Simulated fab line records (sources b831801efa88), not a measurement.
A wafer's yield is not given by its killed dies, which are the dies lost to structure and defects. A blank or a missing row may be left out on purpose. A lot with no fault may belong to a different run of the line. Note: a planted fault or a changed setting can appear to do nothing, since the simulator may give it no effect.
A single fault, viewed from 2 desks | flow sfq line | each desk has only its own numbers; what lay behind them comes last

## METROLOGY DESK
Means of the sampled wafers that have a number, per lot and without regard to the tool the lot ran on: this is what the gauges read. Any lot whose mean is over 4 standard deviations away from the usual mean is out of limits and marked OUT; that distance is given in the brackets.
Columns: A = INCOMING_BOW at SFQ_INCOMING_BOW_MEAS_900, usual -1 um; B = M1_NB_RS at SFQ_M1_RS_MEAS_909, usual 0.893 ohm/sq; C = I1_OVL at SFQ_I1_OVL_MEAS_913, usual 1 nm
lot  | first seen here | A   | B     | C
L215 | day 1 10:00     | -2  | 0.892 | 0
L216 | day 1 15:00     | 1   | 0.906 | 0
L217 | day 1 20:00     | 2   | 0.894 | 5
L218 | day 2 01:00     | 1   | 0.900 | 6
L219 | day 2 06:00     | -11 | 0.903 | 7
L220 | day 2 11:04     | 4   | 0.891 | 2
L221 | day 2 16:00     | -5  | 0.896 | 1
L222 | day 2 21:02     | 2   | 0.899 | -4
L223 | day 3 02:01     | 8   | 0.882 | 3
L229 | day 4 08:02     | -3  | 0.877 | 6
L231 | day 4 18:00     | -0  | 0.871 | -4
L236 | day 5 19:01     | 1   | 0.889 | 0
L237 | day 6 00:00     | -5  | 0.878 | -1
L238 | day 6 05:01     | 3   | 0.899 | -3
This desk's verdict: no lot among the 14 shows anything out of limits.

## THE TOOL OWNER'S DESK: pvd sputter-03
The tool's own readings at SFQ_TRILAYER_M1_DEP_SPUTTER_037 (material Nb, target thk 200 nm, time 133.3 s): means of the sampled wafers that have a number, for each lot that ran on this tool. Any lot whose mean is over 4 standard deviations away from the usual mean is out of limits and marked OUT; that distance is given in the brackets.
Columns: A = cathode dc power W at SFQ_TRILAYER_M1_DEP_SPUTTER_037, usual 2000.0 W; B = throttle valve pct at SFQ_TRILAYER_M1_DEP_SPUTTER_037, usual 30.3 %
lot  | first seen here | A                | B
L215 | day 17 10:47    | 2000.0           | 30.0
L220 | day 20 07:50    | 1999.8           | 30.7
L229 | day 24 13:49    | 2035.8 (+90) OUT | 30.8
L231 | day 25 04:54    | 2035.6 (+89) OUT | 30.8
L237 | day 27 16:54    | 2000.0           | 30.7
This desk's verdict: out of limits on L229, L231, starting with L229 at day 24 13:49 (cathode dc power W at SFQ_TRILAYER_M1_DEP_SPUTTER_037). L215, L220, L237 stayed within limits.

## BROUGHT TOGETHER
An alarm could have come from the tool owner's desk at day 24 13:49, on L229, L231.
At the metrology desk, nothing out of limits was observed.
The metrology desk has L229, L231 on record, within its limits.
SFQ_TRILAYER_M1_DEP_SPUTTER_037 was run on pvd sputter-03 by each of the lots named.

## WHAT THE SIMULATOR HAD PUT IN
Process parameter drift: pvd sputter-03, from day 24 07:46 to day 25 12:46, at SFQ_TRILAYER_M1_DEP_SPUTTER_037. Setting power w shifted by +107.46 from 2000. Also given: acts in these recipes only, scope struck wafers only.
Struck lots among those shown: L229, L231.
How many hours passed from the start of the fault until each desk's first out-of-limits reading: the tool owner's desk, 6.
